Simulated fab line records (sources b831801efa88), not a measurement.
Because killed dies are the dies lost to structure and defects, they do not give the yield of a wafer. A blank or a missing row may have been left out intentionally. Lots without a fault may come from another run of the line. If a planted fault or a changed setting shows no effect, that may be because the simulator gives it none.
Lot-split experiment ; flow sfq line ; on a route of 325 steps: 5 lots, 23 wafers read

ON THE SPLIT
At SFQ_TRILAYER_I1_VIA_LITHO_EXPOSE_050 (exposes mask I1, target cd 500 nm), the setting dose mj was moved away from the recipe's 21.3 on 10 of the 23 wafers read, by -6.8% to +6.4%. For the rest of the wafers, this setting stayed at what the recipe calls for.

FROM THE SPLIT TO THE READING: what the file shows between them, 3 steps
- SFQ_TRILAYER_I1_VIA_LITHO_PEB_052: peb time 60 s
- SFQ_TRILAYER_I1_VIA_LITHO_DEVELOP_051: time 60 s
- SFQ_TRILAYER_I1_VIA_BARC_OPEN_VIA_ETCH_071: etches BARC in O2, target depth 125 nm, time 41.7 s

THE READING
I1.cd nm (the simulator's own value, which no gauge read), in nm, at SFQ_TRILAYER_I1_VIA_ETCH_VIA_ETCH_052 (etches SiO2 in CHF3, stops on Nb, target depth 260 nm). No usual value for it is given in the file. Across the 13 wafers here that went through the recipe, the average is 499.2 nm and the standard deviation 1.3 nm.

wafer;tool, chamber at the split;dose mj as run;against the recipe;I1.cd nm, nm;against lot-mates on the recipe
L078.1;krf scanner-01, 0;21.3;recipe;497.7;-
L078.2;krf scanner-01, 0;22.66;+6.4%;513;+15.3
L078.3;krf scanner-01, 0;22.66;+6.4%;508.8;+11.1
L078.5;krf scanner-01, 0;21.3;recipe;497.8;-
L078.6;krf scanner-01, 0;21.3;recipe;497.6;-
L080.3;krf scanner-01, 0;21.3;recipe;499.4;-
L080.4;krf scanner-01, 0;21.3;recipe;499;-
L080.5;krf scanner-01, 0;21.3;recipe;501.6;-
L082.1;krf scanner-02, 0;21.3;recipe;501.1;-
L082.2;krf scanner-02, 0;21.75;+2.1%;503.4;+2.1
L082.3;krf scanner-02, 0;21.75;+2.1%;506.3;+5.0
L082.5;krf scanner-02, 0;21.75;+2.1%;500.5;-0.8
L082.6;krf scanner-02, 0;21.3;recipe;501.5;-
L083.1;krf scanner-02, 0;20.63;-3.1%;495.2;-4.1
L083.3;krf scanner-02, 0;21.3;recipe;498.9;-
L083.4;krf scanner-02, 0;20.63;-3.1%;498.2;-1.1
L083.5;krf scanner-02, 0;21.3;recipe;499.7;-
L083.6;krf scanner-02, 0;20.63;-3.1%;494.4;-4.9
L084.1;krf scanner-02, 0;19.85;-6.8%;489.2;-9.3
L084.2;krf scanner-02, 0;21.3;recipe;498.2;-
L084.3;krf scanner-02, 0;21.3;recipe;498.4;-
L084.4;krf scanner-02, 0;21.3;recipe;499;-
L084.6;krf scanner-02, 0;19.85;-6.8%;491.4;-7.1

FIT RESULTS
A straight line over all 23 wafers: I1.cd nm changes by +1.52 nm for each +1% of dose mj; r = +0.93; the points scatter about the line by 1.9 nm.
The same after taking each lot's own level away (the mean of its wafers on the recipe; 23 wafers): +1.51 nm for each +1%; r = +0.93; scatter 1.9 nm.
That fit puts the effect of the largest move of dose mj on the reading at 10 nm.
From 497.70 to 501.30 nm: that is the span of the lots' own levels, equal to 2.7 times the standard deviation above.
Hence the lot-to-lot level has little effect on the slope; both slopes agree.
Check: for one of the wafers moved furthest among these (-6.8%), held out of the fit, the line's prediction against its lot-mates is -9.88 nm. It came out at -9.33 nm against them.

OTHER SPLITS ON THESE WAFERS
Other splits were also applied to these wafers ahead of the reading. Each is held against what the fit with the lots' levels taken away leaves over:
other split on the same wafers;wafers away from the commonest value;r with I1.cd nm (lot level and that fit taken away)
SFQ_TRILAYER_INCOMING_OXIDATION_002 ox time s;15;+0.33
SFQ_TRILAYER_L0_VIA_LITHO_COAT_018 spin rpm;10;-0.40
SFQ_TRILAYER_L0_VIA_BARC_OPEN_VIA_ETCH_021 time s;4;-0.30
SFQ_TRILAYER_M0_LITHO_PEB_024 peb time s;8;+0.00
SFQ_TRILAYER_M0_ETCH_METAL_ETCH_024 time s;7;+0.14
SFQ_TRILAYER_I0_VIA_LITHO_COAT_031 spin rpm;7;+0.06
SFQ_TRILAYER_I0_VIA_LITHO_PEB_034 peb temp c;10;+0.14
SFQ_TRILAYER_I0_VIA_ETCH_VIA_ETCH_034 bias w;10;+0.13
SFQ_TRILAYER_M1_LITHO_EXPOSE_040 dose mj;9;+0.25
SFQ_TRILAYER_I1_VIA_LITHO_COAT_049 spin rpm;8;-0.11

THE WHOLE CHAIN: every reading that the file lists as answering this split, in the file's order
step;what it does;reading;change (the file's fit);r (the file's)
SFQ_TRILAYER_I1_VIA_BARC_OPEN_VIA_ETCH_071;etches BARC in O2, target depth 125 nm, time 41.7 s;I1.cd nm (the simulator's own value, which no gauge read);+1.58 nm for each +1% of the setting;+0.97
SFQ_TRILAYER_I1_VIA_ETCH_VIA_ETCH_052;etches SiO2 in CHF3, stops on Nb, target depth 260 nm;I1.cd nm (the simulator's own value, which no gauge read);+1.53 nm for each +1% of the setting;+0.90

THE FILE'S OWN FIT
I1.cd nm changes by +1.53 nm for each +1% of dose mj, r = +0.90.
